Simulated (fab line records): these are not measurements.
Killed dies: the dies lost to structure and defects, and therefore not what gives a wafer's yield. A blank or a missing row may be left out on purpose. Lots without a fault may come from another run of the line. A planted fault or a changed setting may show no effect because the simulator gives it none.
Which tool is to blame? ; flow sky130 ; 36 wafers from 12 lots sampled at 4 of the route's 708 steps

== WHAT THE GAUGES READ, wafer by wafer ==
SKY_METAL5_RS_MEAS_05: the measuring method here is four-point-probe. Usual: METAL5_ALCU_RS 0.02706 ohm/sq, standard deviation 0.0003.
lot;measured;on;METAL5_ALCU_RS (ohm/sq);flag
L303;day 43 07:28;filmMetro-04;0.02727 0.02724 0.02721;
L305;day 43 23:13;filmMetro-04;0.02791 0.02741 0.02733;
L306;day 44 08:42;filmMetro-03;0.0271 0.02702 0.02664;
L307;day 44 13:17;filmMetro-03;0.02747 0.02717 0.02724;
L308;day 44 13:35;filmMetro-03;0.02727 0.02689 0.02728;
L313;day 45 23:04;filmMetro-04;0.02695 0.0271 0.02687;
L316;day 47 16:05;filmMetro-03;0.02713 0.02738 0.02721;
L318;day 47 17:46;filmMetro-04;0.02685 0.02659 0.02677;
L319;day 47 18:18;filmMetro-03;0.02744 0.02672 0.02735;
L320;day 47 19:15;filmMetro-04;0.02647 0.02653 0.02723;
L323;day 48 15:09;filmMetro-04;0.02758 0.02735 0.02752;
L324;day 48 16:46;filmMetro-03;0.02683 0.02689 0.0268;

SKY_PASSIVATION_THK_MEAS_01. Usual: PASSIVATION_CVD_00_THK 90.3 nm, standard deviation 1.4.
lot;measured;on;PASSIVATION_CVD_00_THK (nm);flag
L303;day 44 07:13;filmMetro-03;91.0 92.2 92.6;
L305;day 44 22:31;filmMetro-01;89.3 89.5 89.1;
L306;day 45 07:34;filmMetro-02;89.8 91.1 93.4;
L307;day 45 11:51;filmMetro-01;89.2 90.7 90.5;
L308;day 45 12:25;filmMetro-01;90.7 89.8 91.9;
L313;day 46 21:10;filmMetro-02;88.3 90.6 89.2;
L316;day 48 12:17;filmMetro-02;89.9 90.7 91.4;
L318;day 48 13:25;filmMetro-03;91.5 92.7 91.7;
L319;day 48 14:02;filmMetro-03;88.8 89.3 91.8;
L320;day 48 15:14;filmMetro-02;88.8 89.4 91.8;
L323;day 49 09:49;filmMetro-01;89.3 90.5 91.8;
L324;day 49 12:04;filmMetro-02;90.5 91.1 91.1;

== TOOL THAT RAN EACH LOT (tool first, then ch and the chambers of the sampled wafers, then the start) ==
lot;SKY_METAL4_METAL_ETCH_18;SKY_METAL5_SOFTBAKE_10
L303;rieMetal-02 ch 0,1, day 42 05:34;lithoTrack-04 ch 0, day 43 19:22
L305;rieMetal-02 ch 0,1, day 42 21:07;lithoTrack-04 ch 0, day 44 11:22
L306;rieMetal-02 ch 1, day 43 07:02;lithoTrack-03 ch 0, day 44 20:10
L307;rieMetal-02 ch 0,1, day 43 11:58;lithoTrack-04 ch 0, day 44 23:08
L308;rieMetal-01 ch 0,1, day 43 12:07;lithoTrack-04 ch 0, day 44 23:44
L313;rieMetal-03 ch 0,1, day 44 22:01;lithoTrack-03 ch 0, day 46 10:22
L316;rieMetal-01 ch 0,1, day 46 16:55;lithoTrack-04 ch 0, day 48 00:49
L318;rieMetal-02 ch 0,1, day 46 18:07;lithoTrack-04 ch 0, day 48 02:52
L319;rieMetal-01 ch 0,1, day 46 18:49;lithoTrack-04 ch 0, day 48 03:28
L320;rieMetal-03 ch 0,1, day 46 19:22;lithoTrack-02 ch 0, day 48 04:28
L323;rieMetal-01 ch 0,1, day 47 16:54;lithoTrack-02 ch 0, day 48 23:47
L324;rieMetal-01 ch 0,1, day 47 19:05;lithoTrack-04 ch 0, day 49 02:29
- SKY_METAL4_METAL_ETCH_18: etches the open film in Cl2/BCl3, stops on SiO2, target depth 845 nm, time 183.1 s.
- SKY_METAL5_SOFTBAKE_10: time 60 s.

== WHAT THE TOOLS THEMSELVES READ (means of the sampled wafers that have a number; where no wafer has one, the mark that the record gives instead) ==
SKY_METAL4_METAL_ETCH_18. Usual: chamberPressureMTorr 10.001 mTorr, standard deviation 0.0096; drypumpMotorCurrentA 5.5 A, standard deviation 0.3; oesProductAu 0.865 a.u., standard deviation 0.0065; throttleValvePct 22.264 %, standard deviation 0.0083.
lot;tool;chamberPressureMTorr (mTorr);drypumpMotorCurrentA (A);oesProductAu (a.u.);throttleValvePct (%);flag
L303;rieMetal-02;10.003;5.6;0.861;22.265;
L305;rieMetal-02;9.999;5.7;0.860;22.265;
L306;rieMetal-02;10.003;5.6;0.864;22.267;
L307;rieMetal-02;10.006;5.6;0.863;22.265;
L308;rieMetal-01;9.990;5.3;0.869;22.259;
L313;rieMetal-03;9.996;5.7;0.865;22.271;
L316;rieMetal-01;9.999;5.1;0.872;22.258;
L318;rieMetal-02;9.995;5.6;0.860;22.261;
L319;rieMetal-01;9.993;5.1;0.873;22.257;
L320;rieMetal-03;10.005;5.7;0.863;22.262;
L323;rieMetal-01;9.995;5.1;0.870;22.266;
L324;rieMetal-01;9.999;5.3;0.860;22.262;

SKY_METAL5_SOFTBAKE_10. Usual: exhaustPa 45.1 Pa, standard deviation 0.78; heaterPowerTotalW 56.60 W, standard deviation 0.041; plateTempC 89.98 C, standard deviation 0.14.
lot;tool;exhaustPa (Pa);heaterPowerTotalW (W);plateTempC (C);flag
L303;lithoTrack-04;44.3;56.60;89.99;
L305;lithoTrack-04;45.2;54.22;87.47;OFF
L306;lithoTrack-03;44.5;56.64;89.91;
L307;lithoTrack-04;45.1;54.16;87.30;OFF
L308;lithoTrack-04;44.9;54.24;87.49;OFF
L313;lithoTrack-03;44.7;56.56;90.04;
L316;lithoTrack-04;45.2;56.59;89.99;
L318;lithoTrack-04;44.7;56.59;89.79;
L319;lithoTrack-04;44.4;56.60;89.99;
L320;lithoTrack-02;45.4;56.59;90.01;
L323;lithoTrack-02;45.3;56.58;90.01;
L324;lithoTrack-04;44.8;56.62;90.01;

== THE ANSWER, worked out from the rows above alone ==
Rule: a lot is off if the mean of its wafers that have a number lies more than 3 standard deviations from the usual mean. Also off: a lot with no number at a reading for which 4 or more lots have one. The other lots that the step has rows for count as sound. Order of review: gauges by route order, followed by the tools' own readings, for which a lot's mean as printed above is used. The first step at which some lot is off is used, and at that step the reading that is off furthest; a lot without a number counts as furthest.
Off, at SKY_METAL5_SOFTBAKE_10 on heaterPowerTotalW: L305, L307, L308.
If a tool, at that step or one of the process steps before it, ran each lot that is off and ran no sound lot following the first of them, it fits. None of those tried fits.

== WHAT WAS PUT IN BY THE SIMULATOR ==
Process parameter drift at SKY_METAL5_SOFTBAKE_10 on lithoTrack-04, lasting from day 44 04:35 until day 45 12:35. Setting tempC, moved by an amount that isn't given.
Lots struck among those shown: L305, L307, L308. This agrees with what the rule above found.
